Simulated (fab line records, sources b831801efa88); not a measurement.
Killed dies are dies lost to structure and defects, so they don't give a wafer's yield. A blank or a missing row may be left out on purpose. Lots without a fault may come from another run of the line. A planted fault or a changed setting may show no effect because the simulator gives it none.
Split-lot experiment | flow sky130 | 5 lots, 23 wafers read, on a route of 708 steps

THE SPLIT
At SKY_VIA2_CVD_21 (deposits W, target thk 420 nm, time 126.4 s), the setting temp_c was moved away from the recipe's 400 C on 6 of the 23 wafers read, by -0.9% to +1.0%. The other wafers ran this setting at the recipe's value.

FROM THE SPLIT TO THE READING: what the file shows between them, 1 step
- SKY_VIA2_RS_MEAS_22: measures by four-point-probe

THE READING
VIA2_W_THK, in nm, at SKY_VIA2_THK_MEAS_23 (measures by xrf). Fault-free wafers of this fab line usually give 418 nm, standard deviation 9.5 nm.

wafer  | tool, chamber at the split | temp_c as run, C | against the recipe | VIA2_W_THK, nm | against lot-mates on the recipe
L076.1 | cvd_w-02, 0                | 400              | recipe             | 417            | -
L076.2 | cvd_w-02, 1                | 400              | recipe             | 413            | -
L076.3 | cvd_w-02, 0                | 400              | recipe             | 420            | -
L076.5 | cvd_w-02, 0                | 403.4            | +0.8%              | 442            | +25
L076.6 | cvd_w-02, 1                | 403.4            | +0.8%              | 438            | +21
L080.1 | cvd_w-02, 0                | 400              | recipe             | 433            | -
L080.3 | cvd_w-02, 1                | 396.4            | -0.9%              | 403            | -32
L080.4 | cvd_w-02, 0                | 396.4            | -0.9%              | 412            | -23
L080.5 | cvd_w-02, 0                | 400              | recipe             | 436            | -
L080.6 | cvd_w-02, 1                | 400              | recipe             | 435            | -
L082.1 | cvd_w-02, 0                | 400              | recipe             | 429            | -
L082.2 | cvd_w-02, 1                | 404              | +1.0%              | 454            | +28
L082.3 | cvd_w-02, 1                | 404              | +1.0%              | 457            | +31
L082.5 | cvd_w-02, 0                | 400              | recipe             | 427            | -
L082.6 | cvd_w-02, 1                | 400              | recipe             | 423            | -
L083.4 | cvd_w-02, 1                | 400              | recipe             | 421            | -
L083.5 | cvd_w-02, 0                | 400              | recipe             | 414            | -
L083.6 | cvd_w-02, 1                | 400              | recipe             | 415            | -
L085.2 | cvd_w-02, 0                | 400              | recipe             | 410            | -
L085.3 | cvd_w-02, 0                | 400              | recipe             | 414            | -
L085.4 | cvd_w-02, 1                | 400              | recipe             | 415            | -
L085.5 | cvd_w-02, 1                | 400              | recipe             | 411            | -
L085.6 | cvd_w-02, 0                | 400              | recipe             | 415            | -

THE FIT
A straight line over all 23 wafers: VIA2_W_THK changes by +24.4 nm for each +1% of temp_c; r = +0.81; the points scatter about the line by 8.6 nm.
The same after taking each lot's own level away (the mean of its wafers on the recipe; 23 wafers): +29.1 nm for each +1%; r = +0.98; scatter 2.7 nm.
On that fit, the largest move of temp_c shifts the reading by 29 nm.
The lots' own levels span 413.0 to 434.7 nm, that is 2.3 times the standard deviation above.
So the lot-to-lot level changes the slope: the two fits differ.
Check: with one of the wafers moved furthest among these (+1.0%) left out of the fit, the line predicts +29.2 nm for it against its lot-mates. It came out at +27.7 nm against them.

OTHER SPLITS ON THESE WAFERS
These wafers also went through other splits before the reading. Each is held against what the fit with the lots' levels taken away leaves over:
other split on the same wafers | wafers away from the commonest value | r with VIA2_W_THK (lot level and that fit taken away)
SKY_VIA2_HDPCVD_00 time_s      | 10                                   | -0.09

THE WHOLE CHAIN: every reading that the file lists as answering this split, in the file's order
step                 | what it does                                | reading                                                                  | change (the file's fit)              | r (the file's)
SKY_VIA2_CVD_21      | deposits W, target thk 420 nm, time 126.4 s | W_of_VIA2_CVD_21.thk_nm (the simulator's own value, which no gauge read) | +28.9 nm for each +1% of the setting | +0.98
SKY_VIA2_RS_MEAS_22  | measures by four-point-probe                | VIA2_W_RS                                                                | -0.018 for each +1% of the setting   | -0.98
SKY_VIA2_THK_MEAS_23 | measures by xrf                             | VIA2_W_THK                                                               | +29.1 for each +1% of the setting    | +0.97

THE FILE'S OWN FIT
VIA2_W_THK changes by +29.1 nm for each +1% of temp_c, r = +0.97.
